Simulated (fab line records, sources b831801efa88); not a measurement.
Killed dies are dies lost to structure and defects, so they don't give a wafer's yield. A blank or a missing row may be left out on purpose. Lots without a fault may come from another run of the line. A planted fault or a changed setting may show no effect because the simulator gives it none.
A struck lot beside a sound one | flow sky130 | 16 steps out of a route of 708
Sound: wafers L549.2, L549.4, L549.6. Struck: wafers L563.2, L563.3, L563.5. The cause comes at the end.
At each step with rows: each side's tool, then ch and its chambers, then its first start. Under that, the readings that differ: sound wafers | struck wafers | difference of the means | sigmas: that difference in standard deviations of wafers without a fault.
alike: readings whose means differ by less than 2 such deviations, and words and numbers that are the same on both sides. not compared: withheld readings, readings that some wafer has no value for, bounds like >300 that may hide the same value, and numbers for which the record gives no deviation and whose values overlap.
The two part at a step that has a row with sigmas, a row that says differs or no value, or rows on one side only. Numbers that don't overlap but have no deviation are shown without sigmas and don't part them. A reading that every wafer of one side lacks parts them only if that side has two wafers or more.

SKY_VT_ADJUST_HVTP_OVL_MEAS_08:
  sound on overlay-01, day 7 22:19; struck on overlay-01, day 12 00:50
  alike: VT_ADJUST_HVTP_OVL
then, 1 step without rows for these wafers: SKY_VT_ADJUST_HVTP_IMPLANT_09.
SKY_VT_ADJUST_HVTP_STRIP_10: strips in O2/N2.
  sound on plasma_asher-01 ch 0,1, day 7 22:30; struck on plasma_asher-01 ch 0,1, day 12 01:22
  alike: chamber_pressure_mTorr, drypump_motor_current_A, oes_product_au, strip_time_to_endpoint_s
  not compared: rf_hours_counter_h
SKY_VT_ADJUST_HVTP_TW_MEAS_11:
  sound on film_metro-03, day 7 22:37; struck on film_metro-01, day 12 01:29
  alike: VT_ADJUST_HVTP_TW
then, 7 steps without rows for these wafers: SKY_VT_ADJUST_LVTN_DEHYDRATE_00 (time 60 s); SKY_VT_ADJUST_LVTN_HMDS_01 (prime time 60 s); SKY_VT_ADJUST_LVTN_COAT_02 (resist thk 3000 nm); SKY_VT_ADJUST_LVTN_SOFTBAKE_03; SKY_VT_ADJUST_LVTN_EXPOSE_04 (exposes mask NWM COMPLEMENT LESS NATIVE, target cd 840 nm); SKY_VT_ADJUST_LVTN_PEB_05; SKY_VT_ADJUST_LVTN_DEVELOP_06 (develop time 60 s).
SKY_VT_ADJUST_LVTN_OVL_MEAS_07:
  sound on overlay-02, day 8 19:13; struck on overlay-01, day 13 02:01
  alike: VT_ADJUST_LVTN_OVL
SKY_VT_ADJUST_LVTN_IMPLANT_08:
  sound on implanter-01 ch 0, day 8 19:16; struck on implanter-01 ch 0, day 13 02:04
  reading            | sound                           | struck                        | difference | sigmas
  dose_ions_cm2      | 1.5724e+12 1.5724e+12 1.572e+12 | 2.58e+12 2.5833e+12 2.584e+12 | +1.01e+12  | +99 or more
  faraday_current_uA | 8.94 8.77 8.72                  | 14.51 14.33 14.70             | +5.70      | +32
SKY_VT_ADJUST_LVTN_STRIP_09: strips in O2/N2.
  sound on plasma_asher-04 ch 1, day 8 19:23; struck on plasma_asher-02 ch 1, day 13 02:11
  alike: chamber_pressure_mTorr, drypump_motor_current_A, oes_product_au, strip_time_to_endpoint_s
  not compared: rf_hours_counter_h
SKY_VT_ADJUST_LVTN_TW_MEAS_10:
  sound on film_metro-04, day 8 19:30; struck on film_metro-03, day 13 02:32
  reading           | sound             | struck            | difference | sigmas
  VT_ADJUST_LVTN_TW | 244.7 242.4 242.3 | 276.9 275.8 276.4 | +33.2      | +12
  not compared: hold
-- the record jumps here: 38 days lie between the struck wafers' starts before and after (it left off in module VT_ADJUST_LVTN and takes up again in module PAD_OPEN, whose first step shown is number 708 of the route) --
SKY_PAD_OPEN_PROBE_99:
  sound on prober-01, day 48 00:49; struck on prober-01, day 50 19:12
  reading                                    | sound                | struck               | difference | sigmas
  killed_dies                                | 77 80 68             | 103 86 98            | +21        | +2
  model.etest.nfet_01v8_lvt.drive_ua_um      | 563.5 567.4 575.9    | 544.1 541.5 546.7    | -24.8      |
  model.etest.nfet_01v8_lvt.vt_sat_v (V)     | 0.5461 0.5347 0.5308 | 0.5786 0.5765 0.5759 | +0.0398    |
  model.etest.nfet_01v8.vt_sat_v (V)         | 0.6536 0.6544 0.6481 | 0.6722 0.6744 0.6747 | +0.0217    |
  model.etest.nfet_01v8_lvt.vt_v (V)         | 0.6215 0.6124 0.6127 | 0.6331 0.6368 0.635  | +0.0194    |
  model.etest.nfet_01v8_turned.vt_sat_v (V)  | 0.6595 0.6567 0.653  | 0.6718 0.6758 0.6746 | +0.0177    |
  model.etest.nfet_01v8_swapped.vt_sat_v (V) | 0.6585 0.655 0.6502  | 0.6728 0.6742 0.6767 | +0.0200    |
  model.etest.nfet_01v8_lvt.vt_long_v (V)    | 0.4445 0.4459 0.4459 | 0.4581 0.4623 0.4607 | +0.0149    |
  model.etest.nfet_01v8.vt_v (V)             | 0.7088 0.7077 0.7062 | 0.7156 0.7205 0.7213 | +0.0116    |
  alike: killed_at_M0_to_M3, killed_at_M4_up, killed_at_contacts, killed_at_front_end, killed_at_other, killed_open, killed_short

WHERE THEY PART
First at SKY_VT_ADJUST_LVTN_IMPLANT_08; last, within this record, at SKY_PAD_OPEN_PROBE_99.

WHY: what the simulator had put in
Process parameter drift: implanter-01, from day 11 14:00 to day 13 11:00, at SKY_VT_ADJUST_LVTN_IMPLANT_08. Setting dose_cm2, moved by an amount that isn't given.
